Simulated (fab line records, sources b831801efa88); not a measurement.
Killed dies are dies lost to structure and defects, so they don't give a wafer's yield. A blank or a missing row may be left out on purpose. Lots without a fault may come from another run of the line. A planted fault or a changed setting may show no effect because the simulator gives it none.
Problem report in the 8D (eight disciplines) form, filled by code | flow sky130 | the parts of the form that need people (team, actions taken, sign-off) are left out

1. THE PROBLEM
oes_product_au at SKY_METAL4_METAL_ETCH_18 reads a mean of 0.976 a.u. on 2 wafers of 1 lot; wafers without a fault read 0.866 a.u. with a standard deviation of 0.0061. That is +18 standard deviations from the usual mean.
The step: etches the open film in Cl2/BCl3, stops on SiO2, target depth 845 nm, time 183.1 s.
First seen on wafer L277.1, day 47 10:55, on rie_metal-01. The record holds 39 wafers of 13 lots with a number at this step. Rule for "out", or "out of limits": more than 4 standard deviations from the usual mean. The other wafers with a number count as sound.

2. WHAT IT IS AND WHAT IT IS NOT
question                    | is                | is not
which readings at this step | oes_product_au    | chamber_pressure_mTorr, drypump_motor_current_A, he_backside_leak_sccm, throttle_valve_pct
which lots                  | L277              | L259, L260, L263, L264, L265, L266, L267, L268, L269, L270, L281, L282
which wafers of those lots  | L277.1, L277.3    | L277.5
read on which tools         | rie_metal-01      | rie_metal-03, rie_metal-04
when                        | from day 47 10:55 | up to then (31 sound wafers); but 6 sound wafers of L281, L282 came after

3. SUSPECTS, AND WHAT RULES EACH OUT
Counting: a tool at a process step up to the reading stays a suspect if it ran every lot that is out. Sound lots after the first of them don't rule it out here, since some wafers of a struck lot are sound.
- pvd_sputter-03 at SKY_METAL4_SPUTTER_02 (material AlCu, target thk 735 nm, time 39.1 s): kept. It ran the lot that is out, L277 (day 45 14:55); its last sound lot up to then is L270 (day 43 22:05).
- rie_metal-01 at SKY_METAL4_METAL_ETCH_18 (etches the open film in Cl2/BCl3, stops on SiO2, target depth 845 nm, time 183.1 s): kept. It ran the lot that is out, L277 (day 47 10:55); its last sound lot up to then is L266 (day 44 18:28). Its own readings are out on those wafers: oes_product_au.
Left after counting: pvd_sputter-03 at SKY_METAL4_SPUTTER_02, rie_metal-01 at SKY_METAL4_METAL_ETCH_18.

4. THE CAUSE (what the simulator had put in)
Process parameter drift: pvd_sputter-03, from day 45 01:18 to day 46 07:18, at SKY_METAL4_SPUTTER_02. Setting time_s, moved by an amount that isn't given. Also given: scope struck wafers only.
Counting left 2 suspects, and this tool is among them.

5. THE CHAIN OF EFFECTS, in route order
Each row: a reading whose mean over the struck wafers that have a number lies more than 3 standard deviations from the usual. Only readings for which the record gives a usual standard deviation are gone through. hours: the time from each lot's start at the first step in this table that gives one to its start at this step, as a median over the lots. sigmas: the change in usual standard deviations.
hours | step                     | reading        | usual      | on struck wafers | change | sigmas
0     | SKY_METAL4_METAL_ETCH_18 | oes_product_au | 0.866 a.u. | 0.976            | +0.110 | +18
The process steps in it:
- SKY_METAL4_METAL_ETCH_18: etches the open film in Cl2/BCl3, stops on SiO2, target depth 845 nm, time 183.1 s.

6. WHAT WOULD HAVE CAUGHT IT SOONER
In this record the first reading out of limits was taken at day 47 10:55, 58 hours after the fault began at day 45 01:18.
Of the tool readings at SKY_METAL4_SPUTTER_02 for which the record gives a usual standard deviation, none was out on any struck wafer, so an alarm limit of 4 standard deviations on them would not have fired.
All the lots that are out (1) had begun SKY_METAL4_SPUTTER_02 on pvd_sputter-03 by day 47 10:55. A hold on the tool at that time would have spared none of them.
